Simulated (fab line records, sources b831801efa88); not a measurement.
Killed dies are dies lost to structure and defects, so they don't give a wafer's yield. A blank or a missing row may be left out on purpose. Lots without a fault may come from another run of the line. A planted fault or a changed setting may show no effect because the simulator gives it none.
Which tool did it? | flow sky130 | 10 lots, 28 wafers sampled, at 5 steps of a route of 708

WHAT THE GAUGES READ, wafer by wafer
SKY_NWELL_TW_MEAS_15. Usual: NWELL_TW 1812, standard deviation 18.
lot  | measured    | on            | NWELL_TW       | flag
L785 | day 5 17:44 | film_metro-03 | 1821 1826      |
L786 | day 6 00:22 | film_metro-01 | 1791 1792      |
L789 | day 6 17:59 | film_metro-03 | 1820 1831 1821 |
L794 | day 7 21:30 | film_metro-03 | 1808 1819 1820 |
L793 | day 7 22:03 | film_metro-04 | 1830 1826 1834 |
L797 | day 8 17:01 | film_metro-04 | 1837 1822 1829 |
L798 | day 9 01:38 | film_metro-01 | 1789 1778 1785 |
L799 | day 9 04:42 | film_metro-01 | 1792 1788 1777 |
L800 | day 9 10:29 | film_metro-03 | 1810 1813 1817 |
L801 | day 9 19:06 | film_metro-01 | 1782 1792 1785 |

SKY_CONTACT_RS_MEAS_25: measures by four-point-probe. Usual: CONTACT_W_RS 0.338 ohm/sq, standard deviation 0.005.
lot  | measured     | on            | CONTACT_W_RS (ohm/sq)               | flag
L785 | day 33 02:40 | film_metro-02 | 0.500 0.507 0.499 0.507             | OFF
L786 | day 33 13:26 | film_metro-01 | 0.334 0.486 0.334 0.485             | OFF
L789 | day 34 09:19 | film_metro-01 | 0.334 0.338 0.485 0.334 0.338 0.484 | OFF
L794 | day 36 06:23 | film_metro-02 | 0.346 0.342 0.341                   |
L793 | day 36 08:50 | film_metro-02 | 0.339 0.335 0.338                   |
L797 | day 37 01:32 | film_metro-02 | 0.334 0.328 0.339                   |
L798 | day 37 16:34 | film_metro-01 | 0.337 0.339 0.341                   |
L799 | day 37 17:56 | film_metro-02 | 0.341 0.344 0.339                   |
L800 | day 38 01:26 | film_metro-01 | 0.342 0.337 0.338                   |
L801 | day 38 08:31 | film_metro-02 | 0.341 0.342 0.338                   |

SKY_CONTACT_THK_MEAS_26: measures by xrf. Usual: CONTACT_W_THK 335 nm, standard deviation 6.1.
lot  | measured     | on            | CONTACT_W_THK (nm)      | flag
L785 | day 33 04:27 | film_metro-02 | 230 226 230 226         | OFF
L786 | day 33 18:35 | film_metro-01 | 343 237 343 237         | OFF
L789 | day 34 11:10 | film_metro-01 | 342 338 238 342 337 239 | OFF
L794 | day 36 06:30 | film_metro-02 | 323 326 330             |
L793 | day 36 08:58 | film_metro-02 | 334 335 330             |
L797 | day 37 01:38 | film_metro-02 | 339 345 332             |
L798 | day 37 16:41 | film_metro-01 | 337 335 331             |
L799 | day 37 18:02 | film_metro-02 | 331 328 333             |
L800 | day 38 01:33 | film_metro-01 | 333 336 335             |
L801 | day 38 08:38 | film_metro-02 | 331 331 335             |

WHICH TOOL RAN EACH LOT (tool, then ch and the chambers of the sampled wafers, then the start)
lot  | SKY_POLY_CUT_STRIP_12                | SKY_CONTACT_CVD_24
L785 | plasma_asher-04 ch 0,1, day 25 22:16 | cvd_w-01 ch 0,1, day 33 02:32
L786 | plasma_asher-02 ch 0,1, day 26 09:04 | cvd_w-01 ch 0,1, day 33 13:20
L789 | plasma_asher-04 ch 0,1, day 27 08:15 | cvd_w-01 ch 0,1, day 34 09:11
L794 | plasma_asher-04 ch 0,1, day 29 07:11 | cvd_w-02 ch 0,1, day 36 06:16
L793 | plasma_asher-03 ch 0,1, day 29 09:32 | cvd_w-02 ch 0,1, day 36 08:44
L797 | plasma_asher-03 ch 0,1, day 30 02:44 | cvd_w-01 ch 0,1, day 37 01:24
L798 | plasma_asher-03 ch 0,1, day 30 19:23 | cvd_w-01 ch 1, day 37 16:26
L799 | plasma_asher-02 ch 0,1, day 30 23:23 | cvd_w-02 ch 0,1, day 37 17:48
L800 | plasma_asher-04 ch 0,1, day 31 05:12 | cvd_w-02 ch 1, day 38 01:19
L801 | plasma_asher-02 ch 0,1, day 31 14:10 | cvd_w-02 ch 1, day 38 08:25
- SKY_POLY_CUT_STRIP_12: strips in O2/N2.
- SKY_CONTACT_CVD_24: deposits W, target thk 340 nm, time 102.12 s.

WHAT THE TOOLS THEMSELVES READ (means of the sampled wafers that have a number; where no wafer has one, the mark that the record gives instead)
SKY_POLY_CUT_STRIP_12. Usual: drypump_motor_current_A 5.9 A, standard deviation 0.46; oes_product_au 0.452 a.u., standard deviation 0.0046; strip_time_to_endpoint_s 5.358 s, standard deviation 0.018.
lot  | tool            | drypump_motor_current_A (A) | oes_product_au (a.u.) | strip_time_to_endpoint_s (s) | flag
L785 | plasma_asher-04 | 5.4                         | 0.454                 | 5.361                        |
L786 | plasma_asher-02 | 6.1                         | 0.455                 | 5.377                        |
L789 | plasma_asher-04 | 5.4                         | 0.452                 | 5.376                        |
L794 | plasma_asher-04 | 5.4                         | 0.450                 | 5.392                        |
L793 | plasma_asher-03 | 6.4                         | 0.450                 | 5.358                        |
L797 | plasma_asher-03 | 6.2                         | 0.449                 | 5.387                        |
L798 | plasma_asher-03 | 6.4                         | 0.454                 | 5.368                        |
L799 | plasma_asher-02 | 6.1                         | 0.452                 | 5.350                        |
L800 | plasma_asher-04 | 5.4                         | 0.453                 | 5.353                        |
L801 | plasma_asher-02 | 6.0                         | 0.452                 | 5.333                        |

SKY_CONTACT_CVD_24. Usual: heater_power_w 906 W, standard deviation 110; susceptor_temp_C 399.98 C, standard deviation 0.24.
lot  | tool     | heater_power_w (W) | susceptor_temp_C (C) | flag
L785 | cvd_w-01 | 888                | 399.91               |
L786 | cvd_w-01 | 880                | 400.03               |
L789 | cvd_w-01 | 855                | 399.91               |
L794 | cvd_w-02 | 948                | 400.13               |
L793 | cvd_w-02 | 944                | 400.02               |
L797 | cvd_w-01 | 929                | 399.68               |
L798 | cvd_w-01 | 783                | 399.94               |
L799 | cvd_w-02 | 943                | 400.12               |
L800 | cvd_w-02 | 824                | 400.03               |
L801 | cvd_w-02 | 817                | 400.40               |

THE ANSWER, worked out from the rows above alone
Rule: a lot is off if the mean of its wafers that have a number lies more than 3 standard deviations from the usual mean. A lot without any number at a reading at which 4 lots or more have one is off too. The other lots that the step has rows for count as sound. The gauges are gone through in route order, then the tools' own readings, and for those a lot's mean is taken as printed above. The first step at which some lot is off is used, and at that step the reading that is off furthest; a lot without a number counts as furthest.
Off: L785, L786, L789, at SKY_CONTACT_RS_MEAS_25 (CONTACT_W_RS).
A tool fits if, at a process step before that reading, it ran every lot that is off, and no sound lot after the first of them. The gauges at SKY_CONTACT_RS_MEAS_25 are tried like those tools. None of those tried fits.

WHAT THE SIMULATOR HAD PUT IN
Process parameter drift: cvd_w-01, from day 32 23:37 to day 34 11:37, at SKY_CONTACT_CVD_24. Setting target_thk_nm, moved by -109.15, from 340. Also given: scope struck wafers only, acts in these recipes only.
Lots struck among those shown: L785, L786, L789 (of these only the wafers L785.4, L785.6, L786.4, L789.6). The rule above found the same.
